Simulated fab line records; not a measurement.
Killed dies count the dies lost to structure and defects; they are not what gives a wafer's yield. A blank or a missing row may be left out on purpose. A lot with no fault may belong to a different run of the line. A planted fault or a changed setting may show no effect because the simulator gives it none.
Problem report in the 8D (eight disciplines) form, filled by code -- flow sfqLine -- the parts of the form that need people (team, actions taken, sign-off) are left out

1. PROBLEM STATEMENT
Mean of rfFwdPowerW at SFQ_TRILAYER_A5B_DEP_PECVD_129: 152.9 W across 6 wafers in 2 lots; on wafers with no fault it is 182.4 W (standard deviation 0.63). That is -47 standard deviations from the usual mean.
The step: deposits SiO2 from SiH4/N2O, time 133.33 s, target thk 600 nm.
Seen first at day 48 09:59 on pecvd-02, wafer L841.1. The record has a number at this step for 42 wafers belonging to 14 lots. Rule for "out", or "out of limits": more than 4 standard deviations from the usual mean. Any other wafer with a number is counted as sound.

2. WHAT IT IS AND WHAT IT IS NOT
question,is,is not
which readings at this step,rfFwdPowerW,"heaterPowerW, throttleValvePct"
which lots,"L841, L843","L833, L834, L842, L845, L846, L847, L848, L850, L852, L853, L854, L855"
which wafers of those lots,all that have a number,-
read on which tools,pecvd-02,"pecvd-01, pecvd-03"
when,from day 48 09:59,"up to then (6 sound wafers); but 30 sound wafers of L842, L845, L846, L847, L848, L850, L852, L853, L854, L855 came after"

3. WHAT RULES OUT EACH SUSPECT
Counting: a tool stays on the suspect list if, at a process step up to the reading, it processed all lots that are out and no sound lot following the first of them.
- cdSem-02 at SFQ_TRILAYER_JJ_CE_METRO_MEASURE_117: ruled out as a lasting fault. Following L841 (day 48 00:34), the first lot on it that is out, the sound lots L845, L847, L855 were run on it.
- pecvd-02 at SFQ_TRILAYER_A5B_DEP_PECVD_129 (deposits SiO2 from SiH4/N2O, time 133.33 s, target thk 600 nm): ruled out as a lasting fault. Following L841 (day 48 09:59), the first lot on it that is out, the sound lots L847, L850, L853, L855 were run on it.
Left after counting: nothing in the record.

4. THE CAUSE (what the simulator had put in)
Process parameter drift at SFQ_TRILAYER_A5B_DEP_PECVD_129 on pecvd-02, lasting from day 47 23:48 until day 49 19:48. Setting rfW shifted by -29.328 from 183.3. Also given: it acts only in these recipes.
Counting ruled it out, wrongly.

5. THE EFFECT CHAIN, in route order
One row per reading whose mean, taken over the struck wafers that have a number, lies over 3 standard deviations from the usual. Scope: only readings with a usual standard deviation given in the record; hours: median across lots of the time from each lot's start at the first step in this table that gives one to its start at this step; sigmas: change in usual standard deviations.
hours,step,reading,usual,on struck wafers,change,sigmas
0,SFQ_TRILAYER_A5B_DEP_PECVD_129,rfFwdPowerW,182.4 W,152.9,-29.5,-47
Here are the process steps it includes:
- SFQ_TRILAYER_A5B_DEP_PECVD_129: deposits SiO2 from SiH4/N2O, time 133.33 s, target thk 600 nm.

6. WHAT WOULD HAVE CAUGHT IT SOONER
In this record the first reading out of limits was taken at day 48 09:59, 10 hours after the fault began at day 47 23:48.
